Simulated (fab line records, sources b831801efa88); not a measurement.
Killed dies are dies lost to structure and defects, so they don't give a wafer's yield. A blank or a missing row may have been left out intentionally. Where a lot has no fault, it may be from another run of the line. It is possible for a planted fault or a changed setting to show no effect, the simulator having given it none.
One fault through the eyes of 2 desks | flow sky130 | each desk has only its own numbers; what lay behind them comes last

== THE TOOL OWNER'S DESK: pvd_sputter-03 ==
The tool's own readings at SKY_METAL2_SPUTTER_02 (material AlCu, target thk 250 nm, time 13.3 s): means of the sampled wafers that have a number, for each lot that ran on this tool. The brackets show how far a lot's mean lies from the usual mean; more than 4 standard deviations puts the lot out of limits, marked OUT.
Columns: A = throttle_valve_pct at SKY_METAL2_SPUTTER_02, usual 30.2 %
lot  | first seen here | A
L977 | day 33 14:01    | 30.3
L978 | day 34 04:07    | 30.6
L988 | day 37 09:56    | 30.7
L100 | day 40 23:52    | 31.1
This desk's verdict: no lot among the 4 shows anything out of limits.

== FROM THE METROLOGY DESK ==
What the gauges read, lot by lot, whatever tool the lot ran on: means of the sampled wafers that have a number. The brackets show how far a lot's mean lies from the usual mean; more than 4 standard deviations puts the lot out of limits, marked OUT.
Columns: A = METAL2_ALCU_RS at SKY_METAL2_RS_MEAS_05, usual 0.1268 ohm/sq; B = METAL2_ALCU_THK at SKY_METAL2_THK_MEAS_06, usual 247.1 nm
lot  | first seen here | A                 | B
L977 | day 33 14:07    | 0.1253            | 250.8
L978 | day 34 04:13    | 0.1269            | 247.6
L988 | day 37 10:01    | 0.1165 (-9.3) OUT | 270.5 (+9.0) OUT
L989 | day 37 14:49    | 0.1267            | 248.1
L992 | day 39 00:25    | 0.1268            | 247.6
L993 | day 39 06:20    | 0.1269            | 245.6
L994 | day 39 06:59    | 0.1267            | 246.0
L998 | day 40 04:52    | 0.1268            | 245.2
L999 | day 40 14:49    | 0.1266            | 247.1
L100 | day 40 23:59    | 0.1288            | 244.0
This desk's finding: out of limits on L988; first on L988, day 37 10:01 (METAL2_ALCU_RS at SKY_METAL2_RS_MEAS_05). In limits: L977, L978, L989, L992, L993, L994, L998, L999, L100.

== TAKEN TOGETHER ==
L988 would have let the metrology desk raise an alarm at day 37 10:01.
The desk of the tool owner found nothing out of limits.
Tool owner's desk: L988 on record, inside its limits.
The lots listed all ran SKY_METAL2_SPUTTER_02 on pvd_sputter-03.

== WHAT THE SIMULATOR HAD PUT IN ==
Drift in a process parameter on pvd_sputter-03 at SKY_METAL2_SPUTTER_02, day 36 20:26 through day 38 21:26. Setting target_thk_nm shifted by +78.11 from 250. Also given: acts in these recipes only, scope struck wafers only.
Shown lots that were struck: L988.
Delay in hours, fault start to first out-of-limits reading, per desk: metrology desk 14.
